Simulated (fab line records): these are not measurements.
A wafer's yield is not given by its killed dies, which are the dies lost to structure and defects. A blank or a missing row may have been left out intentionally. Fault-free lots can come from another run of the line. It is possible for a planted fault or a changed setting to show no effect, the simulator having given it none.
A struck lot beside a sound one    flow sfq_line    41 steps out of a route of 325
Sound: wafers L136.1, L136.3, L136.6. Struck: wafer L155.2 (left out: L155.1, L155.4 of the same lot, which were not struck); the cause appears at the end.
For every step that has rows: the tool of each side, followed by ch and its chambers, followed by its first start. Under that, the readings that differ: sound wafers    struck wafers    difference of the means    sigmas: that difference in standard deviations of wafers without a fault.
alike: readings with means less than 2 such deviations apart, plus words and numbers identical on both sides. not compared: withheld readings, readings lacking a value on some wafer, bounds such as >300 that could conceal the same value, and numbers that have no deviation in the record and whose values overlap.
Wherever a step has rows on one side only, a row that says differs or no value, or a row with sigmas, the two part there. Non-overlapping numbers with no deviation appear without sigmas and do not part them. Lack of a reading on every wafer of one side parts them only where that side has two or more wafers.

first, 6 steps without rows for these wafers: SFQ_TRILAYER_I3_VIA_LITHO_COAT_090 (resist thk 62 nm); SFQ_TRILAYER_I3_VIA_LITHO_COAT_085 (resist thk 650 nm); SFQ_TRILAYER_I3_VIA_LITHO_SOFTBAKE_089; SFQ_TRILAYER_I3_VIA_LITHO_EXPOSE_086 (exposes mask I3, target cd 500 nm); SFQ_TRILAYER_I3_VIA_LITHO_PEB_088 (peb time 60 s); SFQ_TRILAYER_I3_VIA_LITHO_DEVELOP_087 (time 60 s).
SFQ_I3_OVL_MEAS_923:
  struck on overlay-02, day 49 18:31; sound on overlay-02, day 43 09:58
  alike: I3_OVL
then, 2 steps without rows for these wafers: SFQ_TRILAYER_I3_VIA_BARC_OPEN_VIA_ETCH_121 (etches BARC in O2, target depth 125 nm, time 41.7 s); SFQ_TRILAYER_I3_VIA_ETCH_VIA_ETCH_088 (etches SiO2 in CHF3, stops on Nb, target depth 260 nm).
SFQ_TRILAYER_I3_VIA_STRIP_STRIP_089: strips in O2.
  sound on rie_metal-04 ch 0,1, day 43 10:09; struck on rie_metal-04 ch 1, day 49 18:43
  alike: drypump_motor_current_A, oes_product_au
  not compared: rf_hours_counter_h
then, 2 steps without rows for these wafers: SFQ_TRILAYER_I3_VIA_STRIP_SOLV_CLEAN_090 (cleans in NMP, time 600 s); SFQ_TRILAYER_M4_DEP_PRE_CLEAN_092 (time 22.5 s).
SFQ_TRILAYER_M4_DEP_SPUTTER_091: material Nb, target thk 200 nm, time 133.3 s.
  struck on pvd_sputter-04, day 49 19:31; sound on pvd_sputter-06, day 43 10:57
reading                                              sound                 struck  difference  sigmas
cathode_dc_power_W (W)                               1999.6 2000.2 2000.5  1999.4  -0.7        -2
model.Nb_of_TRILAYER_M4_DEP_SPUTTER_091.thk_nm (nm)  200.6 197.3 198.2     168.3   -30.4       
  alike: throttle_valve_pct
SFQ_M4_RS_MEAS_924: a four-point-probe measurement.
  struck on film_metro-01, day 49 19:53; sound on film_metro-02, day 43 11:02
reading            sound              struck  difference  sigmas
M4_NB_RS (ohm/sq)  0.888 0.904 0.898  1.062   +0.165      +15
  not compared: hold
then, 5 steps without rows for these wafers: SFQ_TRILAYER_M4_LITHO_COAT_093 (resist thk 600 nm); SFQ_TRILAYER_M4_LITHO_SOFTBAKE_097; SFQ_TRILAYER_M4_LITHO_EXPOSE_094 (exposes mask M4, target cd 500 nm); SFQ_TRILAYER_M4_LITHO_PEB_096 (peb time 60 s); SFQ_TRILAYER_M4_LITHO_DEVELOP_095 (time 60 s).
-- the record jumps here: 6 days lie between the struck wafers' starts before and after --
SFQ_M4_OVL_MEAS_926:
  struck on overlay-02, day 55 15:25; sound on overlay-01, day 49 10:07
  alike: M4_OVL
then, 1 step without rows for these wafers: SFQ_TRILAYER_M4_BARC_OPEN_METAL_ETCH_123 (etches BARC in O2, target depth 125 nm, time 41.7 s).
SFQ_TRILAYER_M4_ETCH_METAL_ETCH_096: etches Nb in Cl2/Ar, stops on SiO2, target depth 240 nm, time 120 s.
  sound on rie_metal-01 ch 1, day 49 10:13; struck on rie_metal-04 ch 0, day 55 15:30
reading                sound              struck  difference  sigmas
oes_product_au (a.u.)  0.894 0.887 0.897  0.807   -0.086      -11
  alike: drypump_motor_current_A
  not compared: rf_hours_counter_h
SFQ_TRILAYER_M4_STRIP_STRIP_097: strips in O2.
  sound on rie_metal-01 ch 1, day 49 10:21; struck on rie_metal-04 ch 0, day 55 15:38
  alike: drypump_motor_current_A, oes_product_au
  not compared: rf_hours_counter_h
then, 1 step without rows for these wafers: SFQ_TRILAYER_M4_STRIP_SOLV_CLEAN_098 (cleans in NMP, time 600 s).
SFQ_TRILAYER_I4_DEP_PECVD_099: deposits SiO2 from SiH4/N2O, time 111.11 s, target thk 500 nm.
  sound on pecvd-04 ch 0,1, day 49 11:07; struck on pecvd-02 ch 1, day 55 16:25
  alike: heater_power_w, throttle_valve_pct
SFQ_TRILAYER_I4_CMP_CMP_100: polishes SiO2.
  sound on cmp-02 ch 2,3, day 49 11:12; struck on cmp-01 ch 2, day 55 18:00
  alike: motor_current_A, slurry_flow_ml_min, time_to_endpoint_s
SFQ_I4_BOW_MEAS_927:
  struck on film_metro-04, day 55 19:30; sound on film_metro-02, day 49 14:12
  alike: I4_BOW
then, 7 steps without rows for these wafers: SFQ_TRILAYER_I4_METRO_MEASURE_101; SFQ_TRILAYER_I4_VIA_LITHO_COAT_108 (resist thk 62 nm); SFQ_TRILAYER_I4_VIA_LITHO_COAT_103 (resist thk 650 nm); SFQ_TRILAYER_I4_VIA_LITHO_SOFTBAKE_107; SFQ_TRILAYER_I4_VIA_LITHO_EXPOSE_104 (exposes mask I4, target cd 700 nm); SFQ_TRILAYER_I4_VIA_LITHO_PEB_106 (peb time 60 s); SFQ_TRILAYER_I4_VIA_LITHO_DEVELOP_105 (time 60 s).
-- the record jumps here: 6 days lie between the struck wafers' starts before and after --
SFQ_I4_OVL_MEAS_928:
  struck on overlay-02, day 61 08:08; sound on overlay-01, day 49 17:46
  alike: I4_OVL
SFQ_TRILAYER_I4_VIA_BARC_OPEN_VIA_ETCH_146: etches BARC in O2, target depth 125 nm, time 41.7 s.
  sound on rie_diel-01 ch 0,2, day 49 17:48; struck on rie_diel-01 ch 3, day 61 08:10
  alike: drypump_motor_current_A, oes_product_au
  not compared: rf_hours_counter_h
then, 4 steps without rows for these wafers: SFQ_TRILAYER_I4_VIA_ETCH_VIA_ETCH_106 (etches SiO2 in CHF3, stops on Nb, target depth 260 nm); SFQ_TRILAYER_I4_VIA_STRIP_STRIP_107 (strips in O2); SFQ_TRILAYER_I4_VIA_STRIP_SOLV_CLEAN_108 (cleans in NMP, time 600 s); SFQ_TRILAYER_JJ_TRILAYER_DEP_PRE_CLEAN_113 (time 22.5 s).
-- the record jumps here: 30 days lie between the struck wafers' starts before and after --
SFQ_M8_BOW_MEAS_951:
  struck on film_metro-02, day 91 12:55; sound on film_metro-04, day 80 16:35
reading                  sound                 struck  difference  sigmas
model.etest.m4.ohm_um    1.767 1.796 1.791     2.108   +0.323      
model.etest.i3.link_ohm  1.966 1.977 1.978     2.18    +0.21       
model.etest.i4.link_ohm  2.187 2.172 2.188     2.332   +0.150      
model.etest.m4.ohm_sq    0.8874 0.9024 0.8981  1.058   +0.162      
  alike: M8_BOW

WHERE THEY PART
First at SFQ_TRILAYER_M4_DEP_SPUTTER_091; last, within this record, at SFQ_TRILAYER_M4_ETCH_METAL_ETCH_096. Later steps at which nothing parts them and some readings are alike: SFQ_TRILAYER_M4_STRIP_STRIP_097, SFQ_TRILAYER_I4_DEP_PECVD_099, SFQ_TRILAYER_I4_CMP_CMP_100, SFQ_I4_BOW_MEAS_927, SFQ_I4_OVL_MEAS_928, SFQ_TRILAYER_I4_VIA_BARC_OPEN_VIA_ETCH_146, SFQ_M8_BOW_MEAS_951.

WHY: the cause the simulator had injected
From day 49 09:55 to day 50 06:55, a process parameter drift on pvd_sputter-04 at SFQ_TRILAYER_M4_DEP_SPUTTER_091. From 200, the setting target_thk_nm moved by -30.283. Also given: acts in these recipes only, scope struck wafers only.
